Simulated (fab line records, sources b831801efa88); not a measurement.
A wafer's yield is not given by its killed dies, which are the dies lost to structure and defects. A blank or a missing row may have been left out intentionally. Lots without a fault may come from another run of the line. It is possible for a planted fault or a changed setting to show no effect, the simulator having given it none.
Which of the tools did it? + flow gf180mcu + 6 lots with 18 wafers sampled at 3 steps, on a route of 602 steps

## WHAT EACH GAUGE READ, for each wafer
GF_HV_LDD_TW_MEAS_23.
| lot  | measured     | on           | HV_LDD_2_TW             |
|------|--------------|--------------|-------------------------|
| L730 | day 11 03:22 | filmMetro-04 | 1068 1073 1071          |
| L733 | day 12 06:39 | filmMetro-04 | 1075 1063 1072          |
| L735 | day 12 12:20 | filmMetro-02 | 1084 1082 1090          |
| L737 | day 13 09:20 | filmMetro-04 | 1073 1071 1075          |
| L741 | day 14 23:32 | filmMetro-04 | 1070 1066 1064          |
| L748 | day 16 17:02 | filmMetro-03 | 899 903 908 904 900 903 |

## EACH LOT AND THE TOOL THAT RAN IT (in order: tool; ch and the chambers of the sampled wafers; start)
| lot  | GF_POLY_GATE_ETCH_12              | GF_HV_LDD_IMPLANT_21            |
|------|-----------------------------------|---------------------------------|
| L730 | rieDiel-03 ch 1,3, day 9 13:20    | implanter-02 ch 0, day 11 03:09 |
| L733 | rieDiel-04 ch 0,1,2, day 10 10:55 | implanter-03 ch 0, day 12 06:24 |
| L735 | rieDiel-02 ch 0,1,3, day 10 21:03 | implanter-02 ch 0, day 12 12:05 |
| L737 | rieDiel-02 ch 0,3, day 11 16:12   | implanter-02 ch 0, day 13 09:05 |
| L741 | rieDiel-02 ch 0,2,3, day 13 01:54 | implanter-04 ch 0, day 14 23:17 |
| L748 | rieDiel-02 ch 1,2,3, day 14 17:53 | implanter-04 ch 0, day 16 16:47 |
- GF_POLY_GATE_ETCH_12: etches BARC in N2/H2.
- GF_HV_LDD_IMPLANT_21

## THE ANSWER, worked out from the rows above alone
Rule: the usual values come from the lots themselves. The widest of any qualifying gaps counts: lots, ordered by their means at a reading, are off when they make up no more than a third of the lots, leave a main group of 4 or more, and stand apart from it by 3 or more times the standard deviation of that group's means. The tables above print the reading to a certain number of digits; a main group whose means all agree to those digits is not used. Also off: a lot with no number at a reading for which 4 or more lots have one. The other lots that the step has rows for count as sound.
Off: L748, seen at GF_HV_LDD_TW_MEAS_23 (HV_LDD_2_TW). The main group: mean 1073, standard deviation 6.4.
A tool fits if, at a process step before that reading, it ran every lot that is off, and no sound lot after the first of them. Gauges at GF_HV_LDD_TW_MEAS_23: tried the same way as those tools. Can't be told from this: 3 tools fit, rieDiel-02 at GF_POLY_GATE_ETCH_12, implanter-04 at GF_HV_LDD_IMPLANT_21, filmMetro-03 at GF_HV_LDD_TW_MEAS_23.

## WHAT THE SIMULATOR HAD INSERTED
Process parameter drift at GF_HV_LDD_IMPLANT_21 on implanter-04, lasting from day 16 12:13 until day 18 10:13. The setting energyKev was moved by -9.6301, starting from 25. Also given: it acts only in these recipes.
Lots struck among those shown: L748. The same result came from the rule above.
